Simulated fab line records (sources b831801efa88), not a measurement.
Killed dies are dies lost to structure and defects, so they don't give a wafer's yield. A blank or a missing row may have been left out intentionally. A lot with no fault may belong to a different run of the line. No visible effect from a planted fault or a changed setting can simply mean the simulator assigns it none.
One fault seen from 2 desks    flow sky130    every desk sees just its own numbers, and what lay behind them comes last

== FOR THE TOOL OWNER'S DESK: pvd sputter-02 ==
The tool's own readings at SKY_METAL5_SPUTTER_02 (material AlCu, target thk 1150 nm, time 61.2 s): means of the sampled wafers that have a number, for each lot that ran on this tool. The brackets show how far a lot's mean lies from the usual mean; more than 4 standard deviations puts the lot out of limits, marked OUT.
Columns: A = throttle valve pct at SKY_METAL5_SPUTTER_02, usual 30.2 %
lot   first seen here  A
L539  day 43 19:19     30.0
L545  day 45 05:01     30.2
L557  day 48 07:59     29.5
L559  day 48 12:04     30.2
This desk's verdict: no lot among the 4 shows anything out of limits.

== THE METROLOGY DESK ==
What the gauges read for every lot (on any tool): the sampled wafers with a number, averaged. The brackets show how far a lot's mean lies from the usual mean; more than 4 standard deviations puts the lot out of limits, marked OUT.
Columns: A = PAD_OPEN_BOW at SKY_PAD_OPEN_BOW_MEAS_13, usual 45 um
lot   first seen here  A
L536  day 45 21:47     54
L537  day 46 05:34     43
L538  day 46 10:39     54
L539  day 46 15:19     44
L545  day 47 20:25     53
L552  day 49 19:55     36
L554  day 50 09:02     46
L555  day 50 12:49     40
L558  day 50 15:49     47
L557  day 50 15:53     52
L559  day 50 18:17     40
This desk's verdict: no lot among the 11 shows anything out of limits.

== PUT TOGETHER ==
Nothing out of limits was seen by the tool owner's desk.
The metrology desk saw nothing out of limits.

== WHAT THE SIMULATOR PUT IN ==
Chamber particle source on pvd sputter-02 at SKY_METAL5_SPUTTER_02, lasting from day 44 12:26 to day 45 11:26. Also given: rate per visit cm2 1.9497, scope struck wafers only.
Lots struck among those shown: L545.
